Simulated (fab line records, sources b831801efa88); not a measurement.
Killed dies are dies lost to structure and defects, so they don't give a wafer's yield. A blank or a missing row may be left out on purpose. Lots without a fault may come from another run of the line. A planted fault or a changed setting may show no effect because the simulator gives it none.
A struck lot beside a sound one | flow sky130 | 15 steps out of a route of 708
Sound: wafers L717.1, L717.4, L717.5. Struck: wafers L720.1, L720.5, L720.6. The cause comes at the end.
At each step with rows: each side's tool, then ch and its chambers, then its first start. Under that, the readings that differ: sound wafers | struck wafers | difference of the means | sigmas: that difference in standard deviations of wafers without a fault.
alike: readings whose means differ by less than 2 such deviations, and words and numbers that are the same on both sides. not compared: withheld readings, readings that some wafer has no value for, bounds like >300 that may hide the same value, and numbers for which the record gives no deviation and whose values overlap.
The two part at a step that has a row with sigmas, a row that says differs or no value, or rows on one side only. Numbers that don't overlap but have no deviation are shown without sigmas and don't part them. A reading that every wafer of one side lacks parts them only if that side has two wafers or more.

SKY_SONOS_ONO_CD_MEAS_13: target cd 410 nm.
  sound on cd_sem-01, day 13 09:31; struck on cd_sem-01, day 15 00:17
  reading    | sound             | struck            | difference | sigmas
  cd_nm (nm) | 408.7 405.7 405.4 | 411.8 413.9 412.1 | +6.0       | +2
SKY_SONOS_ONO_OVL_MEAS_14:
  sound on overlay-01, day 13 09:38; struck on overlay-02, day 15 00:25
  alike: SONOS_ONO_OVL
SKY_SONOS_ONO_ETCH_15: etches the open film in CHF3/O2, target depth 19.52 nm, time 7.8 s.
  sound on rie_diel-04 ch 0,2,3, day 13 09:41; struck on rie_diel-03 ch 2,3, day 15 00:26
  alike: bias_w, chf3_flow_sccm, drypump_motor_current_A, oes_product_au, throttle_valve_pct
  not compared: rf_hours_counter_h
then, 1 step without rows for these wafers: SKY_SONOS_ONO_WET_ETCH_16 (etches SiO2 in dHF, target depth 14 nm, time 280 s).
SKY_SONOS_ONO_STRIP_17: strips in O2/N2.
  sound on plasma_asher-03 ch 1, day 13 09:47; struck on plasma_asher-02 ch 0,1, day 15 00:34
  alike: drypump_motor_current_A, n2_flow_sccm, oes_product_au, strip_time_to_endpoint_s
  not compared: rf_hours_counter_h
then, 3 steps without rows for these wafers: SKY_SONOS_ONO_WET_ETCH_18 (etches Si3N4 in H3PO4, target depth 15 nm, time 172 s); SKY_GATE_OXIDE_CLEAN_00 (cleans in SC1/SC2, time 150 s); SKY_GATE_OXIDE_OXIDATION_01 (stabilise 600 s, purge 300 s, target thk 10.268 nm).
SKY_GATE_OXIDE_THK_MEAS_02:
  sound on film_metro-03, day 13 13:19; struck on film_metro-02, day 15 03:12
  alike: GATE_OXIDE_OXIDATION_00_THK
then, 3 steps without rows for these wafers: SKY_GATE_OXIDE_DEHYDRATE_03 (time 60 s); SKY_GATE_OXIDE_HMDS_04 (prime time 60 s); SKY_GATE_OXIDE_COAT_05 (resist thk 1140 nm).
SKY_GATE_OXIDE_SOFTBAKE_06: time 60 s.
  sound on litho_track-03 ch 0, day 14 01:46; struck on litho_track-01 ch 0, day 15 17:01
  reading                  | sound             | struck            | difference | sigmas
  heater_power_total_W (W) | 56.65 56.54 56.57 | 58.11 58.13 58.15 | +1.54      | +34
  plate_temp_C (C)         | 90.11 89.79 89.86 | 91.72 91.73 91.77 | +1.82      | +12
then, 1 step without rows for these wafers: SKY_GATE_OXIDE_EXPOSE_07 (exposes mask LVOM, target cd 600 nm).
-- the record jumps here: 32 days lie between the struck wafers' starts before and after (it left off in module GATE_OXIDE and takes up again in module PAD_OPEN, whose first step shown is number 708 of the route) --
SKY_PAD_OPEN_PROBE_99:
  sound on prober-02, day 46 03:20; struck on prober-01, day 47 06:26
  alike: killed_at_M0_to_M3, killed_at_M4_up, killed_at_contacts, killed_at_front_end, killed_at_other, killed_dies, killed_open, killed_short

WHERE THEY PART
First at SKY_SONOS_ONO_CD_MEAS_13; last, within this record, at SKY_GATE_OXIDE_SOFTBAKE_06. Later steps at which nothing parts them and some readings are alike: SKY_PAD_OPEN_PROBE_99.

WHY: what the simulator had put in
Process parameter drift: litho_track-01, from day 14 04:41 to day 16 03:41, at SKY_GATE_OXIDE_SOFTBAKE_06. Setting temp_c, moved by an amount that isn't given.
